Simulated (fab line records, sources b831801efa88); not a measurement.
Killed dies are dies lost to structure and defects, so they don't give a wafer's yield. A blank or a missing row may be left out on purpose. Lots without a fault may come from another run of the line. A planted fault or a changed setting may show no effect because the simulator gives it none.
fab line records | flow sfq_line
record lots=14 wafers=40 last_day=82
route steps=325 shown M4@158 JJ@183 R5@212
lots that met no fault: from a run of the same line without faults
start_h: hours from the record's first day to the start of the lot's first wafer shown | wait_h: hours since the lot's step before | " the same as in the row above | L1.1+2: a row that stands for several wafers | - no value, or no start given | * or withheld: withheld | < > ~ a bound
route shown NAME@n: a module of which the file shows steps, and the number in the route of the first | usual: mean/standard deviation of fault-free wafers | same: alike in all rows | chamber/n: place in a boat | sites: the reading at each site | _std_site: their standard deviation | _edge_site: outer sites' mean less inner sites' | radius_mm: how far each site lies from the wafer's centre | mask NAME#n: copy n | behind: the tool/chamber that last shaped the wafer | hold: why the lot was held/for how many hours/how that ended | device: the transistor (n, p or np) that didn't switch | end of line: the same wafers' tests at the end of the route | a step without rows: its recipe alone | killed: dies lost to structure and defects at the first sort, not the wafer's yield | map: a wafer's dies, x killed, . not, _ none there
set.NAME: the setting as run; set.NAME@STEP: as run at that earlier step | model.NAME: the simulator's own value behind a step, which no gauge read
steps of the route over a sample of lots; a table a step, a row a wafer
services: from which hour (start_h, from the record's first day; less than 0 if before it) a tool's chamber was out of use, for how many hours, and why
## steps
# step SFQ_M4_OVL_MEAS_926
# usual M4_OVL=-2/5.3
# columns lot.wafer tool chamber start_h wait_h M4_OVL[nm]
L952.1 overlay-02 - 941.48 0.1 -8
L952.2 " - " " -1
L952.5 " - " " -1
L953.1 overlay-01 - 942.68 0.1 5
L953.2 " - " " -1
L953.3 " - " " 6
L954.2 overlay-02 - 943.88 0.1 -2
L954.4 " - " " -5
L954.6 " - " " -1
L955.3 overlay-02 - 977.92 0.1 -3
L955.4 " - " " -5
L955.6 " - " " -4
L956.1 overlay-02 - 989.95 0.1 -4
L956.2 " - " " -8
L956.6 " - " " -5
L957.4 overlay-02 - 992.24 0.1 -11
L957.6 " - " " -7
L958.3 overlay-01 - 994.85 0.1 -5
L958.4 " - " " -3
L958.6 " - " " -1
L961.4 overlay-02 - 1004.24 0.1 2
L961.6 " - " " 4
L969.3 overlay-01 - 1291.65 0.1 9
L969.5 " - " " 4
L969.6 " - " " 8
L970.1 overlay-01 - 1297.64 0.1 -3
L970.2 " - " " -8
L970.3 " - " " -6
L971.1 overlay-01 - 1319.24 0.1 2
L971.5 " - " " -1
L971.6 " - " " 3
L972.1 overlay-01 - 1331.24 0.1 -1
L972.3 " - " " 1
L972.5 " - " " -2
L973.1 overlay-02 - 1334.84 0.1 -5
L973.2 " - " " -7
L973.5 " - " " -4
L974.2 overlay-02 - 1336.05 0.1 -8
L974.4 " - " " -3
L974.6 " - " " -12
# step SFQ_JJ_RS_MEAS_929
# recipe thk_meas_gauge=four-point-probe reads=Nb_of_TRILAYER_JJ_TRILAYER_DEP_SPUTTER_112
# usual JJ_NB_RS=1.051/0.0085
# columns lot.wafer tool chamber start_h wait_h JJ_NB_RS[ohm/sq]
L952.1 film_metro-03 - 1119.13 0.0 1.058
L952.2 " - " " 1.056
L952.5 " - " " 1.058
L953.1 film_metro-01 - 1120.35 0.0 1.039
L953.2 " - " " 1.041
L953.3 " - " " 1.050
L954.2 film_metro-02 - 1123.95 0.1 1.046
L954.4 " - " " 1.053
L954.6 " - " " 1.046
L955.3 film_metro-02 - 1138.37 0.1 1.054
L955.4 " - " " 1.047
L955.6 " - " " 1.055
L956.1 film_metro-03 - 1144.33 0.0 1.060
L956.2 " - " " 1.047
L956.6 " - " " 1.049
L957.4 film_metro-03 - 1147.99 0.1 1.051
L957.6 " - " " 1.048
L958.3 film_metro-03 - 1150.37 0.1 1.053
L958.4 " - " " 1.047
L958.6 " - " " 1.040
L961.4 film_metro-03 - 1157.59 0.1 1.051
L961.6 " - " " 1.058
L969.3 film_metro-03 - 1304.65 0.1 1.058
L969.5 " - " " 1.068
L969.6 " - " " 1.059
L970.1 film_metro-01 - 1311.81 0.0 1.050
L970.2 " - " " 1.049
L970.3 " - " " 1.046
L971.1 film_metro-01 - 1339.41 0.0 1.041
L971.5 " - " " 1.031
L971.6 " - " " 1.032
L972.1 film_metro-03 - 1449.93 0.0 1.067
L972.3 " - " " 1.059
L972.5 " - " " 1.061
L973.1 film_metro-03 - 1454.73 0.0 1.066
L973.2 " - " " 1.062
L973.5 " - " " 1.060
L974.2 film_metro-01 - 1457.15 0.1 1.057
L974.4 " - " " 1.061
L974.6 " - " " 1.050
# step SFQ_TRILAYER_R5_DEP_SPUTTER_132
# recipe material=Ti base_pressure_pa=1.33e-06 target_thk_nm=5 power_w=2000 time_s=5 chamber_pressure_pa=0.4
# usual throttle_valve_pct=30.4/1.1
# columns lot.wafer tool chamber start_h wait_h throttle_valve_pct
L952.1 pvd_sputter-03 - 1388.27 1.0 30.1
L952.2 " - " " 32.3
L952.5 " - " " 29.9
L953.1 pvd_sputter-05 - 1391.27 1.0 29.4
L953.2 " - " " 32.0
L953.3 " - " " 30.0
L954.2 pvd_sputter-03 - 1392.29 0.8 32.5
L954.4 " - " " 30.8
L954.6 " - " " 31.2
L955.3 pvd_sputter-03 - 1403.35 0.6 32.3
L955.4 " - " " 29.8
L955.6 " - " " 30.1
L956.1 pvd_sputter-05 - 1407.29 1.0 29.5
L956.2 " - " " 29.2
L956.6 " - " " 31.8
L957.4 pvd_sputter-03 - 1409.35 0.4 30.3
L957.6 " - " " 32.4
L958.3 pvd_sputter-05 - 1410.29 0.6 30.0
L958.4 " - " " 29.3
L958.6 " - " " 29.4
L961.4 pvd_sputter-05 - 1421.35 0.4 29.4
L961.6 " - " " 31.8
L969.3 pvd_sputter-03 - 1522.90 0.6 31.0
L969.5 " - " " 32.4
L969.6 " - " " 30.9
L970.1 pvd_sputter-05 - 1528.90 1.0 31.4
L970.2 " - " " 29.4
L970.3 " - " " 29.9
L971.1 pvd_sputter-04 - 1547.42 1.0 30.9
L971.5 " - " " 31.0
L971.6 " - " " 28.8
L972.1 pvd_sputter-05 - 1634.94 1.0 30.0
L972.3 " - " " 31.7
L972.5 " - " " 30.0
L973.1 pvd_sputter-05 - 1642.83 1.0 29.4
L973.2 " - " " 32.0
L973.5 " - " " 29.5
L974.2 pvd_sputter-04 - 1645.83 0.8 30.8
L974.4 " - " " 30.6
L974.6 " - " " 30.9
# step SFQ_TRILAYER_R5_ETCH_METAL_ETCH_139
# recipe stop_on=SiO2 mask_material=PR chemistry=Cl2 target_depth_nm=60 icp_w=600 bias_w=80 pressure_mtorr=10 time_s=40
# usual drypump_motor_current_A=5.5/0.56 oes_product_au=0.992/0.0052 run_length_s=68.4/0.32
# columns lot.wafer tool chamber start_h wait_h drypump_motor_current_A oes_product_au rf_hours_counter_h run_length_s
L952.1 rie_metal-03 0 1399.54 0.0 6.0 0.993 12 68.9
L952.2 " 1 " " 5.0 0.996 36 68.8
L952.5 " 1 " " 4.9 0.992 - 68.5
L953.1 rie_metal-03 0 1401.94 0.0 6.1 0.990 13 68.4
L953.2 " 1 " " 4.9 0.990 37 68.3
L953.3 " 1 " " 5.0 0.989 - 68.5
L954.2 rie_metal-03 1 1404.34 0.0 5.0 0.989 37 68.8
L954.4 " 1 " " 5.0 0.990 - 68.2
L954.6 " 0 " " 6.1 0.991 - 68.4
L955.3 rie_metal-04 1 1425.43 0.0 5.0 0.988 - 68.4
L955.4 " 0 " " 5.3 0.993 - 68.1
L955.6 " 1 " " 5.0 0.991 - 68.7
L956.1 rie_metal-04 0 1430.21 0.0 5.2 0.988 66 68.1
L956.2 " 1 " " 5.0 0.990 136 68.6
L956.6 " 1 " " 5.0 0.996 - 68.7
L957.4 rie_metal-04 1 1432.63 0.0 5.0 0.933 - 74.2
L957.6 " 1 " " 5.0 0.998 - 69.1
L958.3 rie_metal-02 0 1433.91 0.1 6.4 0.984 - 68.1
L958.4 " 0 " " 6.5 0.989 - 68.0
L958.6 " 0 " " 6.4 0.987 - 67.9
L961.4 rie_metal-04 0 1444.73 0.1 5.2 0.922 - 73.5
L961.6 " 0 " " 5.2 1.002 - 68.5
L969.3 rie_metal-04 0 1622.67 0.0 5.3 0.993 - 68.3
L969.5 " 1 " " 5.0 1.000 - 68.6
L969.6 " 0 " " 5.3 0.995 - 68.6
L970.1 rie_metal-02 0 1623.85 0.0 6.4 0.991 81 67.8
L970.2 " 1 " " 5.6 0.995 29 67.6
L970.3 " 1 " " 5.6 0.988 - 67.6
L971.1 rie_metal-04 1 1625.05 0.0 5.0 0.990 15 68.5
L971.5 " 0 " " 5.3 0.996 - 68.1
L971.6 " 1 " " 5.0 0.993 - 68.4
L972.1 rie_metal-04 1 1661.06 0.0 5.0 0.995 21 68.7
L972.3 " 1 " " 5.0 0.984 - 68.6
L972.5 " 0 " " 5.3 0.995 - 68.2
L973.1 rie_metal-04 1 1667.06 0.0 5.0 0.992 22 68.8
L973.2 " 0 " " 5.3 0.989 101 68.8
L973.5 " 1 " " 5.0 0.990 - 68.5
L974.2 rie_metal-04 1 1669.46 0.0 5.0 0.995 22 68.4
L974.4 " 0 " " 5.2 0.994 - 68.3
L974.6 " 1 " " 5.0 0.996 - 68.5
## services
# columns tool chamber start_h hours kind
pvd_sputter-03 - 1378.23 1.8 repair
pvd_sputter-04 - 1386.97 4.3 repair
rie_metal-02 1 1409.21 48.8 repair
rie_metal-04 1 1439.34 - clean
rie_metal-04 1 1439.34 - consumable_replace:focus_ring
rie_metal-04 1 1439.34 14.7 scheduled_down
rie_metal-04 1 1439.34 14.7 vent_cycle
rie_metal-04 0 1467.35 1.2 repair
rie_metal-04 1 1516.00 26.5 repair
pvd_sputter-03 - 1533.10 1.9 repair
pvd_sputter-03 - 1571.14 2.3 repair
pvd_sputter-03 - 1588.55 5.3 repair
pvd_sputter-05 - 1592.70 3.2 repair
pvd_sputter-04 - 1605.02 11.2 repair
pvd_sputter-05 - 1608.88 3.4 repair
rie_metal-02 - 1642.20 0.2 repair
## key
first_sign step=SFQ_TRILAYER_R5_ETCH_METAL_ETCH_139 reading=run_length_s direction=up sigmas=17 usual=* struck=*
effect step=SFQ_TRILAYER_R5_ETCH_METAL_ETCH_139 reading=oes_product_au direction=down sigmas=12 usual=0.992 struck=0.928
met_at SFQ_TRILAYER_R5_ETCH_METAL_ETCH_139
struck_lots L957,L961
struck_wafers L957.4,L961.4
not_acting_at SFQ_M4_OVL_MEAS_926,SFQ_JJ_RS_MEAS_929,SFQ_TRILAYER_R5_DEP_SPUTTER_132
onset_between 1430.21 1432.63
fault kind=process_parameter_drift tool=rie_metal-04 chamber=- onset_h=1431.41 steps=SFQ_TRILAYER_R5_ETCH_METAL_ETCH_139 channel=time_s offset=* shape=step end_h=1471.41 scope=struck_wafers_only acts_in=* stated=*
